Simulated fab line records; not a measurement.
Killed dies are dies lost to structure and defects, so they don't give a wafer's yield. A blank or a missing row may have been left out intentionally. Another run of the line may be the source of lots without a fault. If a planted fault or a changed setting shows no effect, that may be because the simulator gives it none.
Which tool did it? || flow gf180mcu || 13 lots with 39 wafers sampled at 4 steps, on a route of 602 steps

WHAT EACH GAUGE READ, for each wafer
GF_V4_THK_MEAS_25: measures by xrf. Usual: for V4_W_THK the level is 351 nm and the standard deviation is 6.3.
{"lot": "L125", "measured": "day 24 19:50", "on": "film metro-02", "V4_W_THK (nm)": "362 359 356", "flag": ""}
{"lot": "L126", "measured": "day 25 04:35", "on": "film metro-01", "V4_W_THK (nm)": "344 345 344", "flag": ""}
{"lot": "L127", "measured": "day 25 17:17", "on": "film metro-01", "V4_W_THK (nm)": "346 341 341", "flag": ""}
{"lot": "L128", "measured": "day 26 03:26", "on": "film metro-01", "V4_W_THK (nm)": "340 346 341", "flag": ""}
{"lot": "L129", "measured": "day 26 06:53", "on": "film metro-01", "V4_W_THK (nm)": "342 340 341", "flag": ""}
{"lot": "L133", "measured": "day 27 09:48", "on": "film metro-01", "V4_W_THK (nm)": "348 341 344", "flag": ""}
{"lot": "L136", "measured": "day 28 11:26", "on": "film metro-04", "V4_W_THK (nm)": "355 353 356", "flag": ""}
{"lot": "L140", "measured": "day 29 16:13", "on": "film metro-04", "V4_W_THK (nm)": "351 349 349", "flag": ""}
{"lot": "L142", "measured": "day 30 11:55", "on": "film metro-01", "V4_W_THK (nm)": "358 350 348", "flag": ""}
{"lot": "L144", "measured": "day 30 18:53", "on": "film metro-01", "V4_W_THK (nm)": "352 349 348", "flag": ""}
{"lot": "L145", "measured": "day 30 20:28", "on": "film metro-02", "V4_W_THK (nm)": "351 356 351", "flag": ""}
{"lot": "L146", "measured": "day 31 04:51", "on": "film metro-02", "V4_W_THK (nm)": "357 358 356", "flag": ""}
{"lot": "L147", "measured": "day 31 10:55", "on": "film metro-02", "V4_W_THK (nm)": "357 350 352", "flag": ""}

GF_PASSIVATION_THK_MEAS_01. Usual: for PASSIVATION_CVD_00_THK the level is 1001 nm and the standard deviation is 14.
{"lot": "L125", "measured": "day 28 11:29", "on": "film metro-02", "PASSIVATION_CVD_00_THK (nm)": "996 997 999", "flag": ""}
{"lot": "L126", "measured": "day 28 19:47", "on": "film metro-01", "PASSIVATION_CVD_00_THK (nm)": "995 1015 1034", "flag": ""}
{"lot": "L127", "measured": "day 29 06:32", "on": "film metro-01", "PASSIVATION_CVD_00_THK (nm)": "987 1005 995", "flag": ""}
{"lot": "L128", "measured": "day 29 15:28", "on": "film metro-04", "PASSIVATION_CVD_00_THK (nm)": "982 1000 1005", "flag": ""}
{"lot": "L129", "measured": "day 29 18:37", "on": "film metro-02", "PASSIVATION_CVD_00_THK (nm)": "990 988 1006", "flag": ""}
{"lot": "L133", "measured": "day 30 19:43", "on": "film metro-04", "PASSIVATION_CVD_00_THK (nm)": "1000 1003 1013", "flag": ""}
{"lot": "L136", "measured": "day 31 17:36", "on": "film metro-02", "PASSIVATION_CVD_00_THK (nm)": "1021 1012 1023", "flag": ""}
{"lot": "L140", "measured": "day 32 18:40", "on": "film metro-04", "PASSIVATION_CVD_00_THK (nm)": "989 1011 1003", "flag": ""}
{"lot": "L142", "measured": "day 33 12:13", "on": "film metro-01", "PASSIVATION_CVD_00_THK (nm)": "988 1002 989", "flag": ""}
{"lot": "L144", "measured": "day 33 17:49", "on": "film metro-04", "PASSIVATION_CVD_00_THK (nm)": "990 1022 999", "flag": ""}
{"lot": "L145", "measured": "day 33 19:44", "on": "film metro-02", "PASSIVATION_CVD_00_THK (nm)": "990 993 1008", "flag": ""}
{"lot": "L146", "measured": "day 34 02:16", "on": "film metro-02", "PASSIVATION_CVD_00_THK (nm)": "988 989 1010", "flag": ""}
{"lot": "L147", "measured": "day 34 06:49", "on": "film metro-01", "PASSIVATION_CVD_00_THK (nm)": "1002 995 1003", "flag": ""}

GF_PASSIVATION_BOW_MEAS_14. Usual: for PASSIVATION_BOW the level is 137 um and the standard deviation is 10.
{"lot": "L125", "measured": "day 29 08:10", "on": "film metro-04", "PASSIVATION_BOW (um)": "118 124 134", "flag": ""}
{"lot": "L126", "measured": "day 29 16:47", "on": "film metro-02", "PASSIVATION_BOW (um)": "125 123 125", "flag": ""}
{"lot": "L127", "measured": "day 30 03:13", "on": "film metro-02", "PASSIVATION_BOW (um)": "133 129 121", "flag": ""}
{"lot": "L128", "measured": "day 30 11:59", "on": "film metro-04", "PASSIVATION_BOW (um)": "156 142 136", "flag": ""}
{"lot": "L129", "measured": "day 30 15:14", "on": "film metro-02", "PASSIVATION_BOW (um)": "145 142 137", "flag": ""}
{"lot": "L133", "measured": "day 31 15:09", "on": "film metro-02", "PASSIVATION_BOW (um)": "139 155 163", "flag": ""}
{"lot": "L136", "measured": "day 32 11:35", "on": "film metro-01", "PASSIVATION_BOW (um)": "128 117 133", "flag": ""}
{"lot": "L140", "measured": "day 33 11:48", "on": "film metro-01", "PASSIVATION_BOW (um)": "141 157 141", "flag": ""}
{"lot": "L142", "measured": "day 34 05:09", "on": "film metro-04", "PASSIVATION_BOW (um)": "134 123 121", "flag": ""}
{"lot": "L144", "measured": "day 34 11:42", "on": "film metro-04", "PASSIVATION_BOW (um)": "130 147 123", "flag": ""}
{"lot": "L145", "measured": "day 34 13:03", "on": "film metro-02", "PASSIVATION_BOW (um)": "154 147 157", "flag": ""}
{"lot": "L146", "measured": "day 34 19:06", "on": "film metro-01", "PASSIVATION_BOW (um)": "136 140 139", "flag": ""}
{"lot": "L147", "measured": "day 34 23:11", "on": "film metro-04", "PASSIVATION_BOW (um)": "136 147 134", "flag": ""}

WHICH TOOL RAN EACH LOT (tool, then ch and the chambers of the sampled wafers, then the start)
{"lot": "L125", "GF_V5_CMP_26": "cmp-01 ch 0,1, day 27 14:17"}
{"lot": "L126", "GF_V5_CMP_26": "cmp-01 ch 0,1,3, day 27 22:16"}
{"lot": "L127", "GF_V5_CMP_26": "cmp-01 ch 2,3, day 28 10:16"}
{"lot": "L128", "GF_V5_CMP_26": "cmp-02 ch 1,2,3, day 28 19:06"}
{"lot": "L129", "GF_V5_CMP_26": "cmp-01 ch 0,1,2, day 28 21:46"}
{"lot": "L133", "GF_V5_CMP_26": "cmp-02 ch 0,2, day 29 23:46"}
{"lot": "L136", "GF_V5_CMP_26": "cmp-02 ch 0,2,3, day 30 23:32"}
{"lot": "L140", "GF_V5_CMP_26": "cmp-01 ch 0,1,3, day 32 01:02"}
{"lot": "L142", "GF_V5_CMP_26": "cmp-02 ch 1,2,3, day 32 19:44"}
{"lot": "L144", "GF_V5_CMP_26": "cmp-02 ch 1,2, day 33 01:15"}
{"lot": "L145", "GF_V5_CMP_26": "cmp-01 ch 0,1,2, day 33 02:35"}
{"lot": "L146", "GF_V5_CMP_26": "cmp-02 ch 0,1, day 33 09:22"}
{"lot": "L147", "GF_V5_CMP_26": "cmp-01 ch 0,1,3, day 33 14:09"}
- GF_V5_CMP_26: polishes, stops on SiO2, t overpolish 15 s, target thk 0 nm.

WHAT THE TOOLS THEMSELVES READ (means of the sampled wafers that have a number; where no wafer has one, the mark that the record gives instead)
GF_V5_CMP_26. Usual: motor current A 10.8 A, standard deviation 1.1; overpolish run s 14.999 s, standard deviation 0.0087; slurry filter dp kPa 13.52 kPa, standard deviation 0.14; time to endpoint s 85 s, standard deviation 4.
{"lot": "L125", "tool": "cmp-01", "motor current A (A)": 11.1, "overpolish run s (s)": 15.010, "slurry filter dp kPa (kPa)": 13.50, "time to endpoint s (s)": 85, "flag": ""}
{"lot": "L126", "tool": "cmp-01", "motor current A (A)": 12.2, "overpolish run s (s)": 14.998, "slurry filter dp kPa (kPa)": 13.51, "time to endpoint s (s)": 87, "flag": ""}
{"lot": "L127", "tool": "cmp-01", "motor current A (A)": 11.8, "overpolish run s (s)": 14.999, "slurry filter dp kPa (kPa)": 13.46, "time to endpoint s (s)": 86, "flag": ""}
{"lot": "L128", "tool": "cmp-02", "motor current A (A)": 9.6, "overpolish run s (s)": 15.005, "slurry filter dp kPa (kPa)": 13.40, "time to endpoint s (s)": 81, "flag": ""}
{"lot": "L129", "tool": "cmp-01", "motor current A (A)": 11.6, "overpolish run s (s)": 15.003, "slurry filter dp kPa (kPa)": 13.53, "time to endpoint s (s)": 82, "flag": ""}
{"lot": "L133", "tool": "cmp-02", "motor current A (A)": 9.9, "overpolish run s (s)": 14.997, "slurry filter dp kPa (kPa)": 13.35, "time to endpoint s (s)": 84, "flag": ""}
{"lot": "L136", "tool": "cmp-02", "motor current A (A)": 9.7, "overpolish run s (s)": 15.007, "slurry filter dp kPa (kPa)": 13.59, "time to endpoint s (s)": 80, "flag": ""}
{"lot": "L140", "tool": "cmp-01", "motor current A (A)": 12.0, "overpolish run s (s)": 14.996, "slurry filter dp kPa (kPa)": 13.43, "time to endpoint s (s)": 86, "flag": ""}
{"lot": "L142", "tool": "cmp-02", "motor current A (A)": 9.7, "overpolish run s (s)": 14.993, "slurry filter dp kPa (kPa)": 13.49, "time to endpoint s (s)": 86, "flag": ""}
{"lot": "L144", "tool": "cmp-02", "motor current A (A)": 10.0, "overpolish run s (s)": 14.995, "slurry filter dp kPa (kPa)": 13.59, "time to endpoint s (s)": 89, "flag": ""}
{"lot": "L145", "tool": "cmp-01", "motor current A (A)": 11.6, "overpolish run s (s)": 15.006, "slurry filter dp kPa (kPa)": 13.47, "time to endpoint s (s)": 89, "flag": ""}
{"lot": "L146", "tool": "cmp-02", "motor current A (A)": 10.8, "overpolish run s (s)": 14.999, "slurry filter dp kPa (kPa)": 13.46, "time to endpoint s (s)": 89, "flag": ""}
{"lot": "L147", "tool": "cmp-01", "motor current A (A)": 11.8, "overpolish run s (s)": 14.996, "slurry filter dp kPa (kPa)": 13.55, "time to endpoint s (s)": 84, "flag": ""}

THE ANSWER, worked out from the rows above alone
Rule: take the mean of a lot's wafers that have a number; if it is more than 3 standard deviations from the usual mean, the lot is off. Also off: a lot with no number at a reading for which 4 or more lots have one. The other lots that the step has rows for count as sound. After the gauges, taken in route order, come the tools' own readings; for these a lot's mean is taken, as printed above. At the first step where some lot is off, the reading lying furthest off is the one used; lots without a number count as furthest.
No lot is off at any reading shown: from this, nothing can be told.

WHAT HAD BEEN PUT IN BY THE SIMULATOR
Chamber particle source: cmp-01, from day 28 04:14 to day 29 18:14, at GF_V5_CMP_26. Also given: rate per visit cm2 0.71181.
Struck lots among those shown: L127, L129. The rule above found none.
